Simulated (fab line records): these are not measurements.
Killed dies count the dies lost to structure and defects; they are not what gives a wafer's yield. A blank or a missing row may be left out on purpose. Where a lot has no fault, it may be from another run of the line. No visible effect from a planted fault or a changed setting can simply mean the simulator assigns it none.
Which tool is to blame? || flow gf180mcu || Sampling: 12 lots, 36 wafers, 5 of 602 route steps

## WHAT THE GAUGES READ, wafer by wafer
GF_HV_LDD_OVL_MEAS_08. Usual: HV_LDD_OVL -1.2 nm, standard deviation 1.4.
{"lot": "L931", "measured": "day 10 00:58", "on": "overlay-02", "HV_LDD_OVL (nm)": "-1.8 -0.7 -2.5", "flag": ""}
{"lot": "L934", "measured": "day 10 22:16", "on": "overlay-01", "HV_LDD_OVL (nm)": "-3.5 -2.6 0.3", "flag": ""}
{"lot": "L936", "measured": "day 11 13:44", "on": "overlay-02", "HV_LDD_OVL (nm)": "-2.2 -2.1 -3.3", "flag": ""}
{"lot": "L937", "measured": "day 11 19:16", "on": "overlay-02", "HV_LDD_OVL (nm)": "0.0 -3.3 -3.9", "flag": ""}
{"lot": "L939", "measured": "day 12 13:49", "on": "overlay-02", "HV_LDD_OVL (nm)": "-0.7 -1.6 -3.1", "flag": ""}
{"lot": "L942", "measured": "day 13 17:13", "on": "overlay-02", "HV_LDD_OVL (nm)": "-3.4 -2.6 0.7", "flag": ""}
{"lot": "L943", "measured": "day 14 00:51", "on": "overlay-02", "HV_LDD_OVL (nm)": "-0.7 -0.6 -1.3", "flag": ""}
{"lot": "L944", "measured": "day 14 04:39", "on": "overlay-01", "HV_LDD_OVL (nm)": "-0.1 1.4 -1.7", "flag": ""}
{"lot": "L945", "measured": "day 14 09:00", "on": "overlay-01", "HV_LDD_OVL (nm)": "-1.9 -1.6 -2.4", "flag": ""}
{"lot": "L952", "measured": "day 16 14:39", "on": "overlay-02", "HV_LDD_OVL (nm)": "-0.6 -2.5 -2.1", "flag": ""}
{"lot": "L953", "measured": "day 16 20:12", "on": "overlay-02", "HV_LDD_OVL (nm)": "-1.3 -2.4 0.2", "flag": ""}
{"lot": "L954", "measured": "day 17 06:57", "on": "overlay-02", "HV_LDD_OVL (nm)": "-1.2 -1.4 -2.4", "flag": ""}

GF_HV_LDD_TW_MEAS_50. Usual: HV_LDD_4_TW 561, standard deviation 4.1.
{"lot": "L931", "measured": "day 12 10:50", "on": "filmMetro-04", "HV_LDD_4_TW": "556 559 559", "flag": ""}
{"lot": "L934", "measured": "day 13 09:24", "on": "filmMetro-03", "HV_LDD_4_TW": "563 562 565", "flag": ""}
{"lot": "L936", "measured": "day 14 00:52", "on": "filmMetro-03", "HV_LDD_4_TW": "564 560 565", "flag": ""}
{"lot": "L937", "measured": "day 14 08:04", "on": "filmMetro-03", "HV_LDD_4_TW": "564 562 560", "flag": ""}
{"lot": "L939", "measured": "day 15 04:07", "on": "filmMetro-04", "HV_LDD_4_TW": "557 558 560", "flag": ""}
{"lot": "L942", "measured": "day 16 09:13", "on": "filmMetro-04", "HV_LDD_4_TW": "558 558 557", "flag": ""}
{"lot": "L943", "measured": "day 16 17:31", "on": "filmMetro-04", "HV_LDD_4_TW": "580 579 579 576 580 580", "flag": "OFF"}
{"lot": "L944", "measured": "day 16 22:32", "on": "filmMetro-04", "HV_LDD_4_TW": "560 562 560", "flag": ""}
{"lot": "L945", "measured": "day 17 02:41", "on": "filmMetro-04", "HV_LDD_4_TW": "579 581 578 581 578 582", "flag": "OFF"}
{"lot": "L952", "measured": "day 19 14:41", "on": "filmMetro-04", "HV_LDD_4_TW": "558 560 556", "flag": ""}
{"lot": "L953", "measured": "day 19 21:27", "on": "filmMetro-03", "HV_LDD_4_TW": "566 567 567", "flag": ""}
{"lot": "L954", "measured": "day 20 08:50", "on": "filmMetro-04", "HV_LDD_4_TW": "558 561 562", "flag": ""}

## WHICH TOOL RAN EACH LOT (tool, then ch and the chambers of the sampled wafers, then the start)
{"lot": "L931", "GF_HV_LDD_STRIP_10": "plasmaAsher-01 ch 0,1, day 10 01:08", "GF_HV_LDD_STRIP_37": "plasmaAsher-04 ch 1, day 11 15:16", "GF_HV_LDD_IMPLANT_48": "implanter-02 ch 0, day 12 10:35"}
{"lot": "L934", "GF_HV_LDD_STRIP_10": "plasmaAsher-04 ch 0,1, day 10 22:29", "GF_HV_LDD_STRIP_37": "plasmaAsher-04 ch 0,1, day 12 13:22", "GF_HV_LDD_IMPLANT_48": "implanter-02 ch 0, day 13 09:11"}
{"lot": "L936", "GF_HV_LDD_STRIP_10": "plasmaAsher-04 ch 0,1, day 11 13:57", "GF_HV_LDD_STRIP_37": "plasmaAsher-01 ch 0,1, day 13 04:22", "GF_HV_LDD_IMPLANT_48": "implanter-02 ch 0, day 14 00:40"}
{"lot": "L937", "GF_HV_LDD_STRIP_10": "plasmaAsher-04 ch 0,1, day 11 19:29", "GF_HV_LDD_STRIP_37": "plasmaAsher-02 ch 0, day 13 11:22", "GF_HV_LDD_IMPLANT_48": "implanter-03 ch 0, day 14 07:50"}
{"lot": "L939", "GF_HV_LDD_STRIP_10": "plasmaAsher-01 ch 0,1, day 12 13:59", "GF_HV_LDD_STRIP_37": "plasmaAsher-01 ch 0,1, day 14 06:53", "GF_HV_LDD_IMPLANT_48": "implanter-03 ch 0, day 15 03:50"}
{"lot": "L942", "GF_HV_LDD_STRIP_10": "plasmaAsher-04 ch 0,1, day 13 17:23", "GF_HV_LDD_STRIP_37": "plasmaAsher-01 ch 0,1, day 15 11:11", "GF_HV_LDD_IMPLANT_48": "implanter-03 ch 0, day 16 08:55"}
{"lot": "L943", "GF_HV_LDD_STRIP_10": "plasmaAsher-02 ch 0,1, day 14 01:02", "GF_HV_LDD_STRIP_37": "plasmaAsher-02 ch 0,1, day 15 19:07", "GF_HV_LDD_IMPLANT_48": "implanter-03 ch 0, day 16 17:17"}
{"lot": "L944", "GF_HV_LDD_STRIP_10": "plasmaAsher-04 ch 0,1, day 14 04:50", "GF_HV_LDD_STRIP_37": "plasmaAsher-04 ch 1, day 15 23:55", "GF_HV_LDD_IMPLANT_48": "implanter-01 ch 0, day 16 22:19"}
{"lot": "L945", "GF_HV_LDD_STRIP_10": "plasmaAsher-04 ch 0,1, day 14 09:11", "GF_HV_LDD_STRIP_37": "plasmaAsher-04 ch 0,1, day 16 04:13", "GF_HV_LDD_IMPLANT_48": "implanter-03 ch 0, day 17 02:26"}
{"lot": "L952", "GF_HV_LDD_STRIP_10": "plasmaAsher-01 ch 0,1, day 16 14:50", "GF_HV_LDD_STRIP_37": "plasmaAsher-02 ch 0,1, day 18 14:07", "GF_HV_LDD_IMPLANT_48": "implanter-02 ch 0, day 19 14:26"}
{"lot": "L953", "GF_HV_LDD_STRIP_10": "plasmaAsher-04 ch 0,1, day 16 20:23", "GF_HV_LDD_STRIP_37": "plasmaAsher-02 ch 0,1, day 18 20:59", "GF_HV_LDD_IMPLANT_48": "implanter-01 ch 0, day 19 21:13"}
{"lot": "L954", "GF_HV_LDD_STRIP_10": "plasmaAsher-02 ch 0,1, day 17 07:08", "GF_HV_LDD_STRIP_37": "plasmaAsher-01 ch 0,1, day 19 08:14", "GF_HV_LDD_IMPLANT_48": "implanter-01 ch 0, day 20 08:35"}
- GF_HV_LDD_STRIP_10: strips in O2/N2.
- GF_HV_LDD_STRIP_37: strips in O2/N2.
- GF_HV_LDD_IMPLANT_48

## AS READ BY THE TOOLS THEMSELVES (means over the sampled wafers that have a number; for cases with no such wafer, the mark the record gives instead)
GF_HV_LDD_STRIP_10. Usual: drypumpMotorCurrentA 5.6 A, standard deviation 0.41; heaterPowerW 326 W, standard deviation 40; oesProductAu 0.716 a.u., standard deviation 0.0044; platenTempC 250.02 C, standard deviation 0.17; stripTimeToEndpointS 12.63 s, standard deviation 0.033.
{"lot": "L931", "tool": "plasmaAsher-01", "drypumpMotorCurrentA (A)": 5.3, "heaterPowerW (W)": 339, "oesProductAu (a.u.)": 0.717, "platenTempC (C)": 250.19, "stripTimeToEndpointS (s)": 12.64, "flag": ""}
{"lot": "L934", "tool": "plasmaAsher-04", "drypumpMotorCurrentA (A)": 5.5, "heaterPowerW (W)": 288, "oesProductAu (a.u.)": 0.719, "platenTempC (C)": 250.18, "stripTimeToEndpointS (s)": 12.68, "flag": ""}
{"lot": "L936", "tool": "plasmaAsher-04", "drypumpMotorCurrentA (A)": 5.8, "heaterPowerW (W)": 307, "oesProductAu (a.u.)": 0.718, "platenTempC (C)": 249.86, "stripTimeToEndpointS (s)": 12.62, "flag": ""}
{"lot": "L937", "tool": "plasmaAsher-04", "drypumpMotorCurrentA (A)": 5.5, "heaterPowerW (W)": 290, "oesProductAu (a.u.)": 0.716, "platenTempC (C)": 249.87, "stripTimeToEndpointS (s)": 12.65, "flag": ""}
{"lot": "L939", "tool": "plasmaAsher-01", "drypumpMotorCurrentA (A)": 5.4, "heaterPowerW (W)": 332, "oesProductAu (a.u.)": 0.717, "platenTempC (C)": 249.83, "stripTimeToEndpointS (s)": 12.60, "flag": ""}
{"lot": "L942", "tool": "plasmaAsher-04", "drypumpMotorCurrentA (A)": 5.5, "heaterPowerW (W)": 285, "oesProductAu (a.u.)": 0.716, "platenTempC (C)": 250.11, "stripTimeToEndpointS (s)": 12.67, "flag": ""}
{"lot": "L943", "tool": "plasmaAsher-02", "drypumpMotorCurrentA (A)": 6.1, "heaterPowerW (W)": 384, "oesProductAu (a.u.)": 0.717, "platenTempC (C)": 250.19, "stripTimeToEndpointS (s)": 12.65, "flag": ""}
{"lot": "L944", "tool": "plasmaAsher-04", "drypumpMotorCurrentA (A)": 5.5, "heaterPowerW (W)": 291, "oesProductAu (a.u.)": 0.717, "platenTempC (C)": 249.99, "stripTimeToEndpointS (s)": 12.63, "flag": ""}
{"lot": "L945", "tool": "plasmaAsher-04", "drypumpMotorCurrentA (A)": 5.5, "heaterPowerW (W)": 287, "oesProductAu (a.u.)": 0.718, "platenTempC (C)": 250.09, "stripTimeToEndpointS (s)": 12.62, "flag": ""}
{"lot": "L952", "tool": "plasmaAsher-01", "drypumpMotorCurrentA (A)": 5.3, "heaterPowerW (W)": 335, "oesProductAu (a.u.)": 0.715, "platenTempC (C)": 250.10, "stripTimeToEndpointS (s)": 12.64, "flag": ""}
{"lot": "L953", "tool": "plasmaAsher-04", "drypumpMotorCurrentA (A)": 5.8, "heaterPowerW (W)": 314, "oesProductAu (a.u.)": 0.721, "platenTempC (C)": 249.98, "stripTimeToEndpointS (s)": 12.59, "flag": ""}
{"lot": "L954", "tool": "plasmaAsher-02", "drypumpMotorCurrentA (A)": 6.2, "heaterPowerW (W)": 377, "oesProductAu (a.u.)": 0.717, "platenTempC (C)": 249.78, "stripTimeToEndpointS (s)": 12.62, "flag": ""}

GF_HV_LDD_STRIP_37. Usual: drypumpMotorCurrentA 5.7 A, standard deviation 0.42; heaterPowerW 339 W, standard deviation 41; oesProductAu 0.716 a.u., standard deviation 0.0047; platenTempC 250.00 C, standard deviation 0.17; stripTimeToEndpointS 12.64 s, standard deviation 0.034.
{"lot": "L931", "tool": "plasmaAsher-04", "drypumpMotorCurrentA (A)": 6.1, "heaterPowerW (W)": 331, "oesProductAu (a.u.)": 0.713, "platenTempC (C)": 250.13, "stripTimeToEndpointS (s)": 12.62, "flag": ""}
{"lot": "L934", "tool": "plasmaAsher-04", "drypumpMotorCurrentA (A)": 5.8, "heaterPowerW (W)": 311, "oesProductAu (a.u.)": 0.713, "platenTempC (C)": 250.13, "stripTimeToEndpointS (s)": 12.62, "flag": ""}
{"lot": "L936", "tool": "plasmaAsher-01", "drypumpMotorCurrentA (A)": 5.3, "heaterPowerW (W)": 362, "oesProductAu (a.u.)": 0.717, "platenTempC (C)": 249.92, "stripTimeToEndpointS (s)": 12.64, "flag": ""}
{"lot": "L937", "tool": "plasmaAsher-02", "drypumpMotorCurrentA (A)": 6.3, "heaterPowerW (W)": 395, "oesProductAu (a.u.)": 0.715, "platenTempC (C)": 249.89, "stripTimeToEndpointS (s)": 12.68, "flag": ""}
{"lot": "L939", "tool": "plasmaAsher-01", "drypumpMotorCurrentA (A)": 5.3, "heaterPowerW (W)": 359, "oesProductAu (a.u.)": 0.717, "platenTempC (C)": 250.08, "stripTimeToEndpointS (s)": 12.69, "flag": ""}
{"lot": "L942", "tool": "plasmaAsher-01", "drypumpMotorCurrentA (A)": 5.3, "heaterPowerW (W)": 340, "oesProductAu (a.u.)": 0.716, "platenTempC (C)": 249.87, "stripTimeToEndpointS (s)": 12.62, "flag": ""}
{"lot": "L943", "tool": "plasmaAsher-02", "drypumpMotorCurrentA (A)": 6.1, "heaterPowerW (W)": 376, "oesProductAu (a.u.)": 0.717, "platenTempC (C)": 250.14, "stripTimeToEndpointS (s)": 12.64, "flag": ""}
{"lot": "L944", "tool": "plasmaAsher-04", "drypumpMotorCurrentA (A)": 6.1, "heaterPowerW (W)": 330, "oesProductAu (a.u.)": 0.715, "platenTempC (C)": 250.02, "stripTimeToEndpointS (s)": 12.65, "flag": ""}
{"lot": "L945", "tool": "plasmaAsher-04", "drypumpMotorCurrentA (A)": 5.8, "heaterPowerW (W)": 305, "oesProductAu (a.u.)": 0.718, "platenTempC (C)": 250.02, "stripTimeToEndpointS (s)": 12.65, "flag": ""}
{"lot": "L952", "tool": "plasmaAsher-02", "drypumpMotorCurrentA (A)": 6.0, "heaterPowerW (W)": 365, "oesProductAu (a.u.)": 0.718, "platenTempC (C)": 249.96, "stripTimeToEndpointS (s)": 12.63, "flag": ""}
{"lot": "L953", "tool": "plasmaAsher-02", "drypumpMotorCurrentA (A)": 6.0, "heaterPowerW (W)": 357, "oesProductAu (a.u.)": 0.719, "platenTempC (C)": 249.97, "stripTimeToEndpointS (s)": 12.60, "flag": ""}
{"lot": "L954", "tool": "plasmaAsher-01", "drypumpMotorCurrentA (A)": 5.3, "heaterPowerW (W)": 375, "oesProductAu (a.u.)": 0.719, "platenTempC (C)": 249.91, "stripTimeToEndpointS (s)": 12.64, "flag": ""}

GF_HV_LDD_IMPLANT_48. Usual: doseIonsCm2 3e+13, standard deviation 3.6e+10; faradayCurrentUA 169, standard deviation 3.1.
{"lot": "L931", "tool": "implanter-02", "doseIonsCm2": 3e+13, "faradayCurrentUA": 171, "flag": ""}
{"lot": "L934", "tool": "implanter-02", "doseIonsCm2": 3e+13, "faradayCurrentUA": 169, "flag": ""}
{"lot": "L936", "tool": "implanter-02", "doseIonsCm2": 3e+13, "faradayCurrentUA": 174, "flag": ""}
{"lot": "L937", "tool": "implanter-03", "doseIonsCm2": 3e+13, "faradayCurrentUA": 169, "flag": ""}
{"lot": "L939", "tool": "implanter-03", "doseIonsCm2": 3e+13, "faradayCurrentUA": 169, "flag": ""}
{"lot": "L942", "tool": "implanter-03", "doseIonsCm2": 3e+13, "faradayCurrentUA": 171, "flag": ""}
{"lot": "L943", "tool": "implanter-03", "doseIonsCm2": 3e+13, "faradayCurrentUA": 190, "flag": "OFF"}
{"lot": "L944", "tool": "implanter-01", "doseIonsCm2": 3e+13, "faradayCurrentUA": 169, "flag": ""}
{"lot": "L945", "tool": "implanter-03", "doseIonsCm2": 3e+13, "faradayCurrentUA": 189, "flag": "OFF"}
{"lot": "L952", "tool": "implanter-02", "doseIonsCm2": 3e+13, "faradayCurrentUA": 171, "flag": ""}
{"lot": "L953", "tool": "implanter-01", "doseIonsCm2": 3e+13, "faradayCurrentUA": 169, "flag": ""}
{"lot": "L954", "tool": "implanter-01", "doseIonsCm2": 3e+13, "faradayCurrentUA": 167, "flag": ""}

## THE ANSWER, worked out from the rows above alone
Rule: take the mean of a lot's wafers that have a number; if it is more than 3 standard deviations from the usual mean, the lot is off. A lot without any number at a reading at which 4 lots or more have one is off too. Where the step has rows for the other lots, those lots are counted as sound. Order of review: gauges by route order, followed by the tools' own readings, for which a lot's mean as printed above is used. At the first step where some lot is off, the reading lying furthest off is the one used; lots without a number count as furthest.
Off: at GF_HV_LDD_TW_MEAS_50 (HV_LDD_4_TW), L943, L945.
If a tool, at a process step before that reading, ran all the lots that are off and no sound lot after the first of them, it fits. The gauges at GF_HV_LDD_TW_MEAS_50 aren't tried: what is off there is off at GF_HV_LDD_IMPLANT_48 too, on other tools, and a gauge's error can't cause that. One candidate fits, namely implanter-03 at GF_HV_LDD_IMPLANT_48. Its last sound lot is L942 (day 16 08:55), its first lot that is off L943 (day 16 17:17): a fault that began between those two fits.
The tool's own readings at GF_HV_LDD_IMPLANT_48 bear it out: on the lots that are off they differ by more than 5 times the standard deviation of the sound lots' means. faradayCurrentUA reads 190 there against 170 on the sound lots.

## WHAT THE SIMULATOR PUT IN
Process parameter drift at GF_HV_LDD_IMPLANT_48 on implanter-03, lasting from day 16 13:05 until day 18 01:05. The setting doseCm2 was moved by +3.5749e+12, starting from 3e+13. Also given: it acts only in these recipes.
Lots struck among those shown: L943, L945. The same result came from the rule above.
